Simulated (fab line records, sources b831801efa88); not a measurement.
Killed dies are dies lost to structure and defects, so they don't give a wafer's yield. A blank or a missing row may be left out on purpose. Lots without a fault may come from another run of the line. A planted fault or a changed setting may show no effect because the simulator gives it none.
fab line records | flow sky130
record lots=14 wafers=42 last_day=50
route steps=708 shown LDD_HVP@286
lots that met no fault: from a run of the same line without faults
start_h: hours from the record's first day to the start of the lot's first wafer shown | wait_h: hours since the lot's step before | " the same as in the row above | L1.1+2: a row that stands for several wafers | - no value, or no start given | * or withheld: withheld | < > ~ a bound
route shown NAME@n: a module of which the file shows steps, and the number in the route of the first | usual: mean/standard deviation of fault-free wafers | same: alike in all rows | chamber/n: place in a boat | sites: the reading at each site | _std_site: their standard deviation | _edge_site: outer sites' mean less inner sites' | radius_mm: how far each site lies from the wafer's centre | mask NAME#n: copy n | behind: the tool/chamber that last shaped the wafer | hold: why the lot was held/for how many hours/how that ended | device: the transistor (n, p or np) that didn't switch | end of line: the same wafers' tests at the end of the route | a step without rows: its recipe alone | killed: dies lost to structure and defects at the first sort, not the wafer's yield | map: a wafer's dies, x killed, . not, _ none there
set.NAME: the setting as run; set.NAME@STEP: as run at that earlier step | model.NAME: the simulator's own value behind a step, which no gauge read
steps of the route over a sample of lots; a table a step, a row a wafer
services: from which hour (start_h, from the record's first day; less than 0 if before it) a tool's chamber was out of use, for how many hours, and why
## steps
# step SKY_LDD_HVP_IMPLANT_08
# recipe species=B energy_kev=20 dose_cm2=1.7e+13 tilt_deg=17.9
# usual beam_energy_keV=20.001/0.0062
# columns lot.wafer tool chamber start_h wait_h beam_energy_keV
L806.4 implanter-01 0 478.46 0.1 20.003
L806.5 " 0 " " 20.003
L806.6 " 0 " " 20.002
L808.3 implanter-02 0 504.85 0.1 20.005
L808.5 " 0 " " 20.001
L808.6 " 0 " " 20.000
L809.3 implanter-04 0 513.00 0.1 20.000
L809.4 " 0 " " 19.991
L809.6 " 0 " " 19.993
L810.2 implanter-04 0 523.49 0.0 20.000
L810.4 " 0 " " 19.997
L810.6 " 0 " " 20.002
L812.1 implanter-01 0 544.54 0.0 19.996
L812.4 " 0 " " 19.998
L812.6 " 0 " " 20.000
L814.3 implanter-02 0 562.17 0.1 19.995
L814.4 " 0 " " 19.997
L814.6 " 0 " " 19.992
L815.2 implanter-02 0 598.34 0.0 19.995
L815.4 " 0 " " 19.988
L815.6 " 0 " " 19.999
L817.1 implanter-02 0 606.52 0.0 19.996
L817.4 " 0 " " 20.005
L817.5 " 0 " " 20.005
L818.1 implanter-01 0 607.47 0.0 20.009
L818.4 " 0 " " 20.009
L818.5 " 0 " " 20.003
L820.2 implanter-02 0 617.51 0.0 19.997
L820.3 " 0 " " 19.991
L820.5 " 0 " " 19.996
L826.1 implanter-01 0 665.99 0.0 23.457
L826.2 " 0 " " 23.456
L826.3 " 0 " " 23.463
L827.1 implanter-02 0 678.19 0.0 20.007
L827.2 " 0 " " 20.011
L827.4 " 0 " " 20.014
L828.2 implanter-04 0 678.41 0.0 20.009
L828.4 " 0 " " 19.994
L828.6 " 0 " " 20.014
L829.1 implanter-01 0 682.04 0.0 23.450
L829.4 " 0 " " 23.459
L829.6 " 0 " " 23.451
## services
# columns tool chamber start_h hours kind
implanter-04 - 564.65 0.5 repair
implanter-02 - 566.96 3.0 repair
implanter-04 - 588.23 1.9 repair
implanter-02 - 588.60 2.0 repair
implanter-02 - 658.16 3.7 repair
implanter-02 - 672.90 5.0 repair
## key
first_sign step=SKY_LDD_HVP_IMPLANT_08 reading=beam_energy_keV direction=up sigmas=99+ usual=* struck=*
effect none on later readings
met_at SKY_LDD_HVP_IMPLANT_08
struck_lots L826,L829
tester_left_out L826,L829
onset_between 607.47 665.99
fault kind=process_parameter_drift tool=implanter-01 chamber=- onset_h=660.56 steps=SKY_LDD_HVP_IMPLANT_08 channel=energy_kev offset=* shape=step end_h=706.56 acts_in=* stated=*
# tester_left_out: of these lots the tester's yield and bins aren't shown, on N5 and GAA mostly nor the transistor test; their killed dies are dies lost to structure and defects alone, not to doping, threshold or leakage, so they don't give the yield
